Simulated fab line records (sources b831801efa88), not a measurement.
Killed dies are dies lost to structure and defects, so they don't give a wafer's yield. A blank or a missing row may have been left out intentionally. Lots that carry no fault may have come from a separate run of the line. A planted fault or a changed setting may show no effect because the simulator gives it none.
One fault through the eyes of 2 desks	flow gf180mcu	what lay behind the numbers comes last; until then each desk has only its own

== AT THE TOOL OWNER'S DESK: krfScanner-02 ==
The tool's own readings at GF_M5_EXPOSE_04 (exposes mask Metal5, target cd 280 nm): means of the sampled wafers that have a number, for each lot that ran on this tool. The brackets show how far a lot's mean lies from the usual mean; more than 4 standard deviations puts the lot out of limits, marked OUT.
Columns: A = exposureDoseMJCm2 at GF_M5_EXPOSE_04, usual 28.00
lot	first seen here	A
L156	day 26 16:26	27.99
L158	day 27 05:08	28.02
L159	day 27 19:49	27.99
L163	day 29 18:22	28.00
L165	day 29 22:40	28.01
L167	day 30 02:44	27.99
L166	day 30 05:32	28.00
L170	day 31 05:22	27.58 (-6.0) OUT
This desk's finding: out of limits on L170; first on L170, day 31 05:22 (exposureDoseMJCm2 at GF_M5_EXPOSE_04). L156, L158, L159, L163, L165, L167, L166 stayed within limits.

== FROM THE METROLOGY DESK ==
Lot by lot, what the gauges showed, no matter which tool ran the lot: averages of those sampled wafers that carry a number. The brackets show how far a lot's mean lies from the usual mean; more than 4 standard deviations puts the lot out of limits, marked OUT.
Columns: A = V4_CVD_02_THK at GF_V4_THK_MEAS_03, usual 848 nm; B = cdNm at GF_M5_CD_MEAS_07, usual 279.7 nm
lot	first seen here	A	B
L156	day 24 08:43	870	280.0
L157	day 24 14:58	854	279.2
L158	day 24 21:25	855	281.3
L159	day 25 14:46	833	281.3
L160	day 26 05:03	850	277.8
L161	day 26 08:59	848	279.5
L163	day 27 15:20	841	278.9
L165	day 27 20:10	845	280.4
L167	day 28 01:22	839	280.2
L166	day 28 03:22	854	279.7
L170	day 29 04:38	844	266.7 (-9.3) OUT
L176	day 30 13:03	863	279.9
This desk's finding: out of limits on L170; first on L170, day 31 14:20 (cdNm at GF_M5_CD_MEAS_07). L156, L157, L158, L159, L160, L161, L163, L165, L167, L166, L176 stayed within limits.

== BROUGHT TOGETHER ==
The tool owner's desk had the chance to raise an alarm at day 31 05:22 on L170.
Metrology desk: alarm possible at day 31 14:20 on L170.
Of the lots named, all ran GF_M5_EXPOSE_04 on krfScanner-02.

== WHAT HAD BEEN PUT IN BY THE SIMULATOR ==
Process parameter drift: krfScanner-02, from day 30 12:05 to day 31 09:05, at GF_M5_EXPOSE_04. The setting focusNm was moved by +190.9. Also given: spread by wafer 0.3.
Lots struck among those shown: L170.
Time in hours from fault onset to the first out-of-limits reading at each desk: tool owner's desk 17, metrology desk 26.
